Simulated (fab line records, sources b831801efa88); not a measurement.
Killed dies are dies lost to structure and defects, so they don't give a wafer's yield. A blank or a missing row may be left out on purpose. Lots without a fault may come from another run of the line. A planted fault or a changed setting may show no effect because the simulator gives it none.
One fault seen from 2 desks | flow gf180mcu | each desk has only its own numbers; what lay behind them comes last

THE METROLOGY DESK
What the gauges read, lot by lot, whatever tool the lot ran on: means of the sampled wafers that have a number. A lot is out of limits, marked OUT, if its mean lies more than 4 standard deviations from the usual mean; the brackets give that distance.
Columns: A = V2_W_RS at GF_V2_RS_MEAS_24, usual 0.330 ohm/sq; B = V3_CVD_02_THK at GF_V3_THK_MEAS_03, usual 850 nm; C = V3_OVL at GF_V3_OVL_MEAS_15, usual 0 nm
lot  | first seen here | A     | B   | C
L385 | day 20 04:21    | 0.330 | 855 | -5
L387 | day 21 08:19    | 0.340 | 836 | 6
L388 | day 21 14:52    | 0.331 | 858 | -2
L389 | day 22 05:17    | 0.329 | 845 | 0
L391 | day 23 03:57    | 0.324 | 857 | 5
L394 | day 24 15:02    | 0.329 | 856 | 1
L397 | day 25 10:06    | 0.333 | 854 | 1
L399 | day 26 04:32    | 0.329 | 869 | 8
L400 | day 26 06:08    | 0.322 | 845 | -8
L401 | day 26 12:16    | 0.327 | 848 | -1
L405 | day 27 07:44    | 0.337 | 887 | 4
This desk's finding: nothing out of limits on any of the 11 lots.

THE TOOL OWNER'S DESK: pecvd-03
The tool's own readings at GF_V3_CVD_02 (deposits SiO2 from TEOS, target thk 850 nm, time 94.851 s): means of the sampled wafers that have a number, for each lot that ran on this tool. A lot is out of limits, marked OUT, if its mean lies more than 4 standard deviations from the usual mean; the brackets give that distance.
Columns: A = heater_power_w at GF_V3_CVD_02, usual 657 W; B = run_length_s at GF_V3_CVD_02, usual 123.0 s
lot  | first seen here | A   | B
L387 | day 22 10:01    | 790 | 122.5
L400 | day 27 04:28    | 739 | 122.9
L405 | day 28 05:32    | 701 | 127.6 (+8.1) OUT
This desk's finding: out of limits on L405; first on L405, day 28 05:32 (run_length_s at GF_V3_CVD_02). In limits: L387, L400.

PUT TOGETHER
The tool owner's desk could have raised an alarm at day 28 05:32, on L405.
The metrology desk saw nothing out of limits.
The metrology desk has L405 on record, within its limits.
Of the lots named, all ran GF_V3_CVD_02 on pecvd-03.

WHAT THE SIMULATOR HAD PUT IN
Process parameter drift: pecvd-03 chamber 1, from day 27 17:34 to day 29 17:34, at GF_V3_CVD_02. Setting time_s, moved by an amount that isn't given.
Lots struck among those shown: L405.
Hours from the fault's start to each desk's first reading out of limits: the tool owner's desk, 12.
